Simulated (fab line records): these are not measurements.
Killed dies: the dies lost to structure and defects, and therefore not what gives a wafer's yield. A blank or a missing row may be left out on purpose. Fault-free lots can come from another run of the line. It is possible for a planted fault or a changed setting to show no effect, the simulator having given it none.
Which tool did it? / flow gf180mcu / 11 lots with 33 wafers sampled at 3 steps, on a route of 602 steps

WHAT EACH GAUGE READ, for each wafer
GF_DUAL_GATE_THK_MEAS_03.
lot=L199; measured=day 7 23:55; on=film metro-01; DUAL_GATE_OXIDATION_00_THK (nm)=10.69 10.62 10.69
lot=L201; measured=day 8 11:41; on=film metro-01; DUAL_GATE_OXIDATION_00_THK (nm)=11.05 11.27 11.21
lot=L203; measured=day 9 01:19; on=film metro-04; DUAL_GATE_OXIDATION_00_THK (nm)=10.68 10.85 10.48
lot=L205; measured=day 9 15:59; on=film metro-04; DUAL_GATE_OXIDATION_00_THK (nm)=10.88 10.77 11.05
lot=L207; measured=day 10 08:10; on=film metro-02; DUAL_GATE_OXIDATION_00_THK (nm)=11.16 11.03 11.03
lot=L208; measured=day 10 16:05; on=film metro-02; DUAL_GATE_OXIDATION_00_THK (nm)=10.82 10.80 10.85
lot=L211; measured=day 11 12:09; on=film metro-04; DUAL_GATE_OXIDATION_00_THK (nm)=10.97 11.05 10.96
lot=L212; measured=day 11 19:10; on=film metro-01; DUAL_GATE_OXIDATION_00_THK (nm)=12.44 12.47 12.36
lot=L213; measured=day 11 20:41; on=film metro-01; DUAL_GATE_OXIDATION_00_THK (nm)=12.47 12.60 12.52
lot=L214; measured=day 12 03:58; on=film metro-04; DUAL_GATE_OXIDATION_00_THK (nm)=12.50 12.56 12.63
lot=L219; measured=day 13 15:37; on=film metro-01; DUAL_GATE_OXIDATION_00_THK (nm)=10.59 10.96 10.83

EACH LOT AND THE TOOL THAT RAN IT (in order: tool; ch and the chambers of the sampled wafers; start)
lot=L199; GF_VT_IMPLANT_STRIP_42=plasma asher-01 ch 0,1, day 7 19:27; GF_DUAL_GATE_OXIDATION_02=furnace-02 ch 0, day 7 22:27
lot=L201; GF_VT_IMPLANT_STRIP_42=plasma asher-04 ch 0,1, day 8 09:14; GF_DUAL_GATE_OXIDATION_02=furnace-02 ch 0, day 8 10:14
lot=L203; GF_VT_IMPLANT_STRIP_42=plasma asher-02 ch 0,1, day 8 22:26; GF_DUAL_GATE_OXIDATION_02=furnace-02 ch 0, day 8 23:53
lot=L205; GF_VT_IMPLANT_STRIP_42=plasma asher-02 ch 0,1, day 9 13:33; GF_DUAL_GATE_OXIDATION_02=furnace-02 ch 0, day 9 14:31
lot=L207; GF_VT_IMPLANT_STRIP_42=plasma asher-02 ch 0,1, day 10 05:45; GF_DUAL_GATE_OXIDATION_02=furnace-02 ch 0, day 10 06:43
lot=L208; GF_VT_IMPLANT_STRIP_42=plasma asher-01 ch 1, day 10 13:12; GF_DUAL_GATE_OXIDATION_02=furnace-02 ch 0, day 10 14:39
lot=L211; GF_VT_IMPLANT_STRIP_42=plasma asher-02 ch 0,1, day 11 08:38; GF_DUAL_GATE_OXIDATION_02=furnace-01 ch 0, day 11 10:43
lot=L212; GF_VT_IMPLANT_STRIP_42=plasma asher-04 ch 0,1, day 11 16:45; GF_DUAL_GATE_OXIDATION_02=furnace-02 ch 0, day 11 17:43
lot=L213; GF_VT_IMPLANT_STRIP_42=plasma asher-04 ch 0, day 11 18:15; GF_DUAL_GATE_OXIDATION_02=furnace-02 ch 0, day 11 19:13
lot=L214; GF_VT_IMPLANT_STRIP_42=plasma asher-04 ch 0,1, day 12 00:41; GF_DUAL_GATE_OXIDATION_02=furnace-02 ch 0, day 12 02:31
lot=L219; GF_VT_IMPLANT_STRIP_42=plasma asher-04 ch 0,1, day 13 12:53; GF_DUAL_GATE_OXIDATION_02=furnace-01 ch 0, day 13 14:10
- GF_VT_IMPLANT_STRIP_42: strips in O2/N2.
- GF_DUAL_GATE_OXIDATION_02: stabilise 600 s, purge 300 s, target thk 10.887 nm.

THE ANSWER, worked out from the rows above alone
Rule: usual is defined by the lots themselves. The widest of any qualifying gaps counts: lots, ordered by their means at a reading, are off when they make up no more than a third of the lots, leave a main group of 4 or more, and stand apart from it by 3 or more times the standard deviation of that group's means. Not used: any main group whose means are identical at the precision the tables above print for the reading. A lot without any number at a reading at which 4 lots or more have one is off too. All remaining lots with rows at the step are treated as sound.
Off: L212, L213, L214, at GF_DUAL_GATE_THK_MEAS_03 (DUAL_GATE_OXIDATION_00_THK). The main group has a mean of 10.89 nm with a standard deviation of 0.17.
A tool fits if, at a process step before that reading, it ran every lot that is off, and no sound lot after the first of them. Those tools and the gauges at GF_DUAL_GATE_THK_MEAS_03 are tried in the same way. One fits: furnace-02 at GF_DUAL_GATE_OXIDATION_02. A fault onset in the window from L208 (day 10 14:39, its last sound lot) to L212 (day 11 17:43, its first lot off) fits.

WHAT THE SIMULATOR HAD INSERTED
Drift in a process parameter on furnace-02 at GF_DUAL_GATE_OXIDATION_02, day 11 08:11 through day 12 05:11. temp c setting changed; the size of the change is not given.
Lots struck among those shown: L212, L213, L214. Same finding as the rule above.
